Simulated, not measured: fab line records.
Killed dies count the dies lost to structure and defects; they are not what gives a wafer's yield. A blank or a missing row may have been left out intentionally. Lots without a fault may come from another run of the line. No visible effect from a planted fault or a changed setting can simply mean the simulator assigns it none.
Struck lot and sound lot, side by side || flow sfq line || 20 out of 325 route steps
Sound: wafers L169.1, L169.2, L169.6. Struck: wafer L167.3; the same lot's L167.4 was not struck, so it is left out; see the end for the cause.
For every step that has rows: the tool of each side, followed by ch and its chambers, followed by its first start. Under that, the readings that differ: sound wafers || struck wafers || difference of the means || sigmas: that difference in standard deviations of wafers without a fault.
alike: words and numbers the same on both sides, and readings whose means are apart by under 2 such deviations; not compared: readings that were withheld, readings missing a value for some wafer, numbers with overlapping values and no deviation given by the record, and bounds like >300 which may hide the same value.
A row with sigmas, a row that says differs or no value, or rows on one side alone: a step with any of these is where the two part. Non-overlapping numbers with no deviation appear without sigmas and do not part them. A reading missing from all wafers of one side parts the sides only when that side holds two or more wafers.

first, 5 steps without rows for these wafers: SFQ_TRILAYER_R5_LITHO_COAT_136 (resist thk 600 nm); SFQ_TRILAYER_R5_LITHO_SOFTBAKE_140; SFQ_TRILAYER_R5_LITHO_EXPOSE_137 (exposes mask R5, target cd 500 nm); SFQ_TRILAYER_R5_LITHO_PEB_139 (peb time 60 s); SFQ_TRILAYER_R5_LITHO_DEVELOP_138 (time 60 s).
SFQ_R5_OVL_MEAS_935:
  sound on overlay-01 at day 68 03:45; struck on overlay-02 at day 61 11:10
  alike: R5_OVL
SFQ_TRILAYER_R5_BARC_OPEN_METAL_ETCH_177: etches BARC in O2, target depth 125 nm, time 41.7 s.
  sound on rie metal-03 ch 0,1, day 68 03:47; struck on rie metal-02 ch 0, day 61 11:14
  alike: drypump motor current A, oes product au
  not compared: rf hours counter h
SFQ_TRILAYER_R5_ETCH_METAL_ETCH_139: etches the open film in Cl2, stops on SiO2, target depth 60 nm, time 40 s.
  sound on rie metal-03 ch 0,1, day 68 03:51; struck on rie metal-02 ch 0, day 61 11:22
  alike: drypump motor current A, oes product au
  not compared: rf hours counter h
SFQ_TRILAYER_R5_STRIP_STRIP_140: strips in O2.
  sound on rie metal-03 ch 0,1, day 68 03:55; struck on rie metal-02 ch 0, day 61 11:50
  alike: drypump motor current A, oes product au
  not compared: rf hours counter h
then, 1 step without rows for these wafers: SFQ_TRILAYER_R5_STRIP_SOLV_CLEAN_141 (cleans in NMP, time 600 s).
SFQ_TRILAYER_A5C_DEP_PECVD_142: deposits SiO2 from SiH4/N2O, time 15.556 s, target thk 70 nm.
  sound on pecvd-01 ch 1,2, day 68 04:41; struck on pecvd-01 ch 0, day 61 12:50
  alike: heater power w, throttle valve pct
then, 1 step without rows for these wafers: SFQ_TRILAYER_I5_LITHO_COAT_149 (resist thk 62 nm).
SFQ_TRILAYER_I5_LITHO_COAT_144: resist thk 650 nm.
  sound on litho track-04 ch 0, day 68 05:01; struck on litho track-03 ch 0, day 61 13:15
{"reading": "model.KrF_of_TRILAYER_I5_LITHO_COAT_144.thk nm (nm)", "sound": "649 651 648.8", "struck": 618.8, "difference": -30.8, "sigmas": ""}
  alike: exhaust pa
then, 4 steps without rows for these wafers: SFQ_TRILAYER_I5_LITHO_SOFTBAKE_148; SFQ_TRILAYER_I5_LITHO_EXPOSE_145 (exposes mask I5, target cd 700 nm); SFQ_TRILAYER_I5_LITHO_PEB_147 (peb time 60 s); SFQ_TRILAYER_I5_LITHO_DEVELOP_146 (time 60 s).
-- the record jumps here: 6 days lie between the struck wafers' starts before and after --
SFQ_I5_OVL_MEAS_936:
  sound on overlay-01 at day 69 14:34; struck on overlay-01 at day 67 07:17
{"reading": "I5_OVL (nm)", "sound": "5 5 4", "struck": -7, "difference": -12, "sigmas": -2}
SFQ_TRILAYER_I5_BARC_OPEN_VIA_ETCH_200: etches BARC in O2, target depth 125 nm, time 41.7 s.
  sound on rie diel-01 ch 1,2, day 69 14:36; struck on rie diel-04 ch 2, day 67 07:19
{"reading": "model.KrF_of_TRILAYER_I5_LITHO_COAT_144.thk nm (nm)", "sound": "572.1 573.4 571.4", "struck": 542, "difference": -30, "sigmas": ""}
  alike: drypump motor current A, oes product au
  not compared: rf hours counter h
SFQ_TRILAYER_I5_ETCH_VIA_ETCH_147: etches the open film in CHF3, stops on Nb, target depth 360 nm.
  sound on rie diel-01 ch 1,2, day 69 14:38; struck on rie diel-04 ch 2, day 67 07:22
  alike: drypump motor current A, oes product au

## WHERE THEY PART
Only at SFQ_I5_OVL_MEAS_936, within this record. Later steps at which nothing parts them and some readings are alike: SFQ_TRILAYER_I5_BARC_OPEN_VIA_ETCH_200, SFQ_TRILAYER_I5_ETCH_VIA_ETCH_147.

WHY: what had been put in by the simulator
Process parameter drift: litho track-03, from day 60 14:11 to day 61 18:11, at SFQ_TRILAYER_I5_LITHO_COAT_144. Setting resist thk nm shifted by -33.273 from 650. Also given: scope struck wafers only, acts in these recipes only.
